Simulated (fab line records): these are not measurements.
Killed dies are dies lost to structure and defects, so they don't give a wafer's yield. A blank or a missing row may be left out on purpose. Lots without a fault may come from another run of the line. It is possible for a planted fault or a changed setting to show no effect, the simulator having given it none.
fab line records | flow sky130 | part 2 of 2: steps 34 to 46 of 46
[record] lots = 5 wafers = 15 last_day = 50
route steps=708 shown VT_ADJUST_HVTR@138 VT_ADJUST_PCH@143 SONOS_TUNNEL@154 SONOS_ONO@168
lots that met no fault: from a run of the same line without faults
start_h: the number of hours between the record's first day and the start of the first shown wafer of the lot | wait_h: hours elapsed since this lot's preceding step | " as in the row above | L1.1+2: a single row standing in for several wafers | - no value, or no start was given | * or withheld: withheld | < > ~ a bound
route shown NAME@n: names a module that has steps shown in the file, with the first one's number in the route | usual: mean and standard deviation over wafers with no fault | same: alike in all rows | chamber/n: place in a boat | sites: each site's reading | _std_site: standard deviation of those values | _edge_site: mean of outer sites minus mean of inner sites | radius_mm: how far each site lies from the wafer's centre | mask NAME#n: copy n | behind: the most recent tool/chamber to have shaped the wafer | hold: cause of the lot's hold/its duration in hours/its outcome | device: the n, p or np transistor that did not switch | end of line: the tests these same wafers got at the end of their route | a step given without rows: its recipe and nothing more | killed: not the wafer's yield, but the dies lost to structure and defects at the first sort | map: a wafer's dies, marking killed ones x, the rest . and places with no die _
set.NAME: the setting the step ran with; set.NAME@STEP: the setting that earlier step ran with | model.NAME: the simulator's own value behind a step, which no gauge read
lots at some steps of the route; a table a step, a row a wafer
services: the hour from which a tool's chamber was out of use, counted from the record's first day as start_h (under 0 if before that day), plus the number of hours and why
[[steps]]
[step SKY_SONOS_ONO_THK_MEAS_03]
[recipe] reads = Si3N4_of_SONOS_ONO_CVD_02
[usual] SONOS_ONO_CVD_02_THK = 10.43/0.13
// columns lot.wafer tool chamber start_h wait_h SONOS_ONO_CVD_02_THK[nm]
L085.4 film_metro-03 - 340.48 0.0 10.15
L085.5 " - " " 10.21
L085.6 " - " " 10.18
L086.1 film_metro-02 - 347.77 0.0 10.25
L086.2 " - " " 10.25
L086.4 " - " " 10.26
L087.1 film_metro-04 - 352.46 0.0 10.34
L087.4 " - " " 10.30
L087.6 " - " " 10.38
L090.1 film_metro-04 - 377.60 0.0 10.60
L090.4 " - " " 10.49
L090.6 " - " " 10.57
L096.1 film_metro-04 - 449.29 0.0 10.30
L096.2 " - " " 10.31
L096.4 " - " " 10.37
[step SKY_SONOS_ONO_CVD_04]
[recipe] material = SiO2 precursor = SiH4/N2O target_thk_nm = 5.7199 temp_c = 900 pressure_mtorr = 400
[usual] zone_power_lower_pct = 15.79/0.25
// columns lot.wafer tool chamber start_h wait_h zone_power_lower_pct
L085.4 lpcvd-03 0 340.51 0.0 15.64
L085.5 " 0 " " 15.76
L085.6 " 0 " " 15.93
L086.1 lpcvd-03 0 347.83 0.1 15.41
L086.2 " 0 " " 15.70
L086.4 " 0 " " 15.94
L087.1 lpcvd-03 1 352.52 0.1 15.80
L087.4 " 1 " " 15.99
L087.6 " 1 " " 16.02
L090.1 lpcvd-03 0 377.66 0.1 15.32
L090.4 " 0 " " 15.48
L090.6 " 0 " " 15.51
L096.1 lpcvd-03 1 449.88 0.6 16.15
L096.2 " 1 " " 16.04
L096.4 " 1 " " 16.24
[step SKY_SONOS_ONO_THK_MEAS_05]
[recipe] reads = SiO2_of_SONOS_ONO_CVD_04
[usual] SONOS_ONO_CVD_04_THK = 5.79/0.096
// columns lot.wafer tool chamber start_h wait_h SONOS_ONO_CVD_04_THK[nm]
L085.4 film_metro-03 - 341.79 0.0 5.73
L085.5 " - " " 5.68
L085.6 " - " " 5.85
L086.1 film_metro-02 - 349.08 0.0 5.84
L086.2 " - " " 5.81
L086.4 " - " " 5.81
L087.1 film_metro-03 - 353.77 0.0 5.59
L087.4 " - " " 5.66
L087.6 " - " " 5.73
L090.1 film_metro-04 - 378.91 0.0 5.84
L090.4 " - " " 5.75
L090.6 " - " " 5.76
L096.1 film_metro-03 - 451.76 0.0 5.77
L096.2 " - " " 5.74
L096.4 " - " " 5.85
[step SKY_SONOS_ONO_DEHYDRATE_06]
[recipe] temp_c = 200 time_s = 60
// columns lot.wafer tool chamber start_h wait_h
L085.4+5+6 litho_track-03 0 355.35 13.6
L086.1+2+4 litho_track-04 0 362.51 13.4
L087.1+4+6 litho_track-03 0 367.82 14.0
L090.1+4+6 litho_track-04 0 392.46 13.5
L096.1+2+4 litho_track-02 0 466.39 14.6
[step SKY_SONOS_ONO_HMDS_07]
[recipe] prime_time_s = 60 prime_temp_c = 120
// columns lot.wafer tool chamber start_h wait_h
L085.4+5+6 litho_track-03 0 355.50 0.1
L086.1+2+4 litho_track-04 0 362.66 0.1
L087.1+4+6 litho_track-03 0 367.97 0.1
L090.1+4+6 litho_track-04 0 392.61 0.1
L096.1+2+4 litho_track-02 0 466.54 0.1
[step SKY_SONOS_ONO_COAT_08]
[recipe] resist = NOVOLAK spin_rpm = 3000 resist_thk_nm = 1140
[usual] spin_speed_rpm = 3000.1/2.2
// columns lot.wafer tool chamber start_h wait_h spin_speed_rpm
L085.4 litho_track-03 0 355.65 0.1 2998.5
L085.5 " 0 " " 3003.9
L085.6 " 0 " " 3002.5
L086.1 litho_track-04 0 362.81 0.1 2998.8
L086.2 " 0 " " 3000.8
L086.4 " 0 " " 2997.4
L087.1 litho_track-03 0 368.12 0.1 3001.7
L087.4 " 0 " " 3005.8
L087.6 " 0 " " 3001.3
L090.1 litho_track-04 0 392.76 0.1 2998.4
L090.4 " 0 " " 2999.3
L090.6 " 0 " " 2997.3
L096.1 litho_track-02 0 466.69 0.1 3000.4
L096.2 " 0 " " 3001.9
L096.4 " 0 " " 3001.0
[step SKY_SONOS_ONO_SOFTBAKE_09]
[recipe] temp_c = 90 time_s = 60 resist = NOVOLAK
// columns lot.wafer tool chamber start_h wait_h
L085.4+5+6 litho_track-03 0 355.80 0.1
L086.1+2+4 litho_track-04 0 362.96 0.1
L087.1+4+6 litho_track-03 0 368.27 0.1
L090.1+4+6 litho_track-04 0 392.91 0.1
L096.1+2+4 litho_track-02 0 466.84 0.1
[step SKY_SONOS_ONO_EXPOSE_10]
[recipe] mask_id = ONOM target_cd_nm = 410 na = 0.6 source_shape = conventional sigma_outer = 0.6 dose_mj = 150
// columns lot.wafer tool chamber start_h wait_h mask
L085.4+5+6 iline_stepper-01 0 - - ONOM#0
L086.1+2+4 iline_stepper-02 0 - - ONOM#0
L087.1+4+6 iline_stepper-02 0 - - ONOM#0
L090.1+4+6 iline_stepper-02 0 - - ONOM#0
L096.1+2+4 iline_stepper-02 0 - - ONOM#0
[step SKY_SONOS_ONO_PEB_11]
[recipe] temp_c = withheld time_s = * resist = NOVOLAK
// columns lot.wafer tool chamber start_h wait_h
L085.4+5+6 litho_track-04 0 - -
L086.1+2+4 litho_track-04 0 - -
L087.1+4+6 litho_track-04 0 - -
L090.1+4+6 litho_track-03 0 - -
L096.1+2+4 litho_track-03 0 - -
[step SKY_SONOS_ONO_DEVELOP_12]
[recipe] develop_time_s = 60 dev_temp_c = 23
// columns lot.wafer tool chamber start_h wait_h
L085.4+5+6 litho_track-04 0 369.84 0.1
L086.1+2+4 litho_track-04 0 376.66 0.1
L087.1+4+6 litho_track-04 0 381.76 0.1
L090.1+4+6 litho_track-03 0 406.97 0.1
L096.1+2+4 litho_track-03 0 482.22 0.1
[step SKY_SONOS_ONO_CD_MEAS_13]
[recipe] target_cd_nm = 410
[usual] cd_nm = 410.4/2.2
// columns lot.wafer tool chamber start_h wait_h cd_nm
L085.4 cd_sem-01 - 370.16 0.3 409.7
L085.5 " - " " 410.7
L085.6 " - " " 411.0
L086.1 cd_sem-01 - 376.89 0.2 409.8
L086.2 " - " " 411.2
L086.4 " - " " 410.0
L087.1 cd_sem-01 - 381.91 0.1 415.6
L087.4 " - " " 413.1
L087.6 " - " " 413.3
L090.1 cd_sem-01 - 407.12 0.1 407.1
L090.4 " - " " 408.4
L090.6 " - " " 408.1
L096.1 cd_sem-02 - 482.37 0.1 410.5
L096.2 " - " " 408.4
L096.4 " - " " 408.7
[step SKY_SONOS_ONO_OVL_MEAS_14]
[usual] SONOS_ONO_OVL = -0.7/1.4
// columns lot.wafer tool chamber start_h wait_h SONOS_ONO_OVL[nm]
L085.4 overlay-02 - 370.24 0.1 -2.6
L085.5 " - " " 0.7
L085.6 " - " " -0.4
L086.1 overlay-01 - 377.01 0.1 -1.1
L086.2 " - " " -0.5
L086.4 " - " " -2.3
L087.1 overlay-01 - 382.03 0.1 -1.1
L087.4 " - " " -3.7
L087.6 " - " " 0.3
L090.1 overlay-02 - 407.24 0.1 -0.7
L090.4 " - " " 0.4
L090.6 " - " " -0.3
L096.1 overlay-02 - 482.49 0.1 -0.5
L096.2 " - " " 0.2
L096.4 " - " " -1.8
[step SKY_SONOS_ONO_ETCH_15]
[recipe] target_depth_nm = 19.52 chemistry = CHF3/O2 source_w = 600 bias_w = 200 pressure_mtorr = 40 chf3_flow_sccm = 50 O2_flow_sccm = 5 time_s = 7.8
[usual] drypump_motor_current_A = 5.7/0.53 oes_product_au = 0.997/0.01 throttle_valve_pct = 8.825/0.0095
// columns lot.wafer tool chamber start_h wait_h drypump_motor_current_A oes_product_au rf_hours_counter_h throttle_valve_pct
L085.4 rie_diel-02 1 370.27 0.0 6.5 0.995 - 8.845
L085.5 " 3 " " 4.8 1.000 - 8.821
L085.6 " 2 " " 5.8 0.989 - 8.827
L086.1 rie_diel-02 0 377.05 0.0 4.9 1.005 0 8.824
L086.2 " 3 " " 4.8 1.003 9 8.836
L086.4 " 1 " " 6.4 0.990 6 8.812
L087.1 rie_diel-03 1 382.07 0.0 6.0 0.986 70 8.810
L087.4 " 2 " " 5.7 1.007 59 8.822
L087.6 " 0 " " 5.4 0.999 - 8.822
L090.1 rie_diel-01 2 407.28 0.0 5.3 0.993 2 8.816
L090.4 " 0 " " 5.8 0.988 6 8.809
L090.6 " 0 " " 5.8 0.985 - 8.831
L096.1 rie_diel-02 2 482.53 0.0 5.9 0.991 9 8.834
L096.2 " 3 " " 4.8 1.008 11 8.828
L096.4 " 1 " " 6.5 0.991 7 8.816
[[services]]
// columns tool chamber start_h hours kind
rie_diel-02 3 265.19 7.6 repair
implanter-01 - 271.56 5.5 repair
rie_diel-02 1 272.88 1.7 repair
implanter-04 - 301.03 5.9 pm
plasma_asher-01 - 310.42 0.4 repair
implanter-04 - 315.78 2.1 repair
lpcvd-03 - 320.41 6.1 pm
furnace-02 - 323.03 3.7 pm
furnace-01 - 331.00 3.2 pm
implanter-01 - 345.86 2.6 repair
rie_diel-02 0 359.92 11.5 repair
iline_stepper-01 - 373.73 1.5 repair
implanter-01 - 390.07 3.8 repair
furnace-01 - 394.68 12.9 repair
implanter-02 - 427.69 7.7 repair
implanter-04 - 430.82 1.5 repair
implanter-04 - 432.68 3.1 repair
rie_diel-02 2 444.63 2.4 repair
implanter-02 - 465.57 18.7 repair
rie_diel-02 2 468.38 12.5 repair
wet_bench-04 - 469.60 6.2 repair
iline_stepper-01 - 471.21 1.7 pm
iline_stepper-02 - 472.88 1.7 pm
lpcvd-02 - 479.66 6.1 pm
